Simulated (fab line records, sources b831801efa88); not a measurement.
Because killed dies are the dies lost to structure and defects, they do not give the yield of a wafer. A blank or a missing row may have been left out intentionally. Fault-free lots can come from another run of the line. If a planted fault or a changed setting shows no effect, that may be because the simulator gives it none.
Which of the tools did it? -- flow sky130 -- 33 wafers from 11 lots sampled at 3 of the route's 708 steps

WHAT THE GAUGES SHOWED, per wafer
SKY_VIA1_THK_MEAS_23: measures by xrf.
lot,measured,on,VIA1_W_THK (nm)
L658,day 34 03:57,film_metro-03,263 263 262
L659,day 34 11:36,film_metro-03,272 267 267
L660,day 34 22:00,film_metro-02,268 265 269
L662,day 35 17:10,film_metro-01,263 260 264
L663,day 35 21:46,film_metro-02,266 268 261
L672,day 38 13:13,film_metro-01,257 265 263
L674,day 39 03:20,film_metro-02,270 268 265
L676,day 39 19:54,film_metro-02,272 269 275
L677,day 40 00:37,film_metro-03,266 263 270
L678,day 40 13:04,film_metro-02,269 276 268
L680,day 42 01:14,film_metro-02,272 275 276

EACH LOT AND THE TOOL THAT RAN IT (in order: tool; ch and the chambers of the sampled wafers; start)
lot,SKY_METAL1_SPUTTER_03,SKY_METAL1_DESCUM_17
L658,"pvd_sputter-03, day 31 19:56","rie_metal-01 ch 0, day 32 22:42"
L659,"pvd_sputter-01, day 32 03:09","rie_metal-02 ch 0,1, day 33 07:11"
L660,"pvd_sputter-03, day 32 13:07","rie_metal-02 ch 0,1, day 33 17:01"
L662,"pvd_sputter-02, day 33 09:11","rie_metal-03 ch 0, day 34 11:48"
L663,"pvd_sputter-01, day 33 14:48","rie_metal-03 ch 0, day 34 17:16"
L672,"pvd_sputter-03, day 36 06:35","rie_metal-03 ch 0,1, day 37 08:46"
L674,"pvd_sputter-03, day 36 21:23","rie_metal-02 ch 0,1, day 38 00:01"
L676,"pvd_sputter-01, day 37 14:34","rie_metal-02 ch 0,1, day 38 15:59"
L677,"pvd_sputter-03, day 37 19:11","rie_metal-01 ch 0,1, day 38 21:24"
L678,"pvd_sputter-01, day 38 09:41","rie_metal-03 ch 0,1, day 39 11:11"
L680,"pvd_sputter-01, day 39 22:38","rie_metal-01 ch 0,1, day 40 23:22"
- SKY_METAL1_SPUTTER_03: material Ti, target thk 5 nm, time 3.3 s.
- SKY_METAL1_DESCUM_17: chemistry O2, time 8 s.

THE ANSWER, worked out from the rows above alone
Rule: the lots themselves supply what counts as usual. Put in order of their means at a reading, lots are off if they are a third of the lots or fewer, leave a main group of 4 or more, and stand apart from it by a gap of 3 or more times the standard deviation of the main group's means; of several such gaps the widest counts. If all means in a main group match to the digits the tables above print for the reading, that group is not used. Also off: a lot with no number at a reading for which 4 or more lots have one. The other lots that the step has rows for count as sound.
Nothing can be told from this: no lot is off at any reading shown.

WHAT THE SIMULATOR PUT IN
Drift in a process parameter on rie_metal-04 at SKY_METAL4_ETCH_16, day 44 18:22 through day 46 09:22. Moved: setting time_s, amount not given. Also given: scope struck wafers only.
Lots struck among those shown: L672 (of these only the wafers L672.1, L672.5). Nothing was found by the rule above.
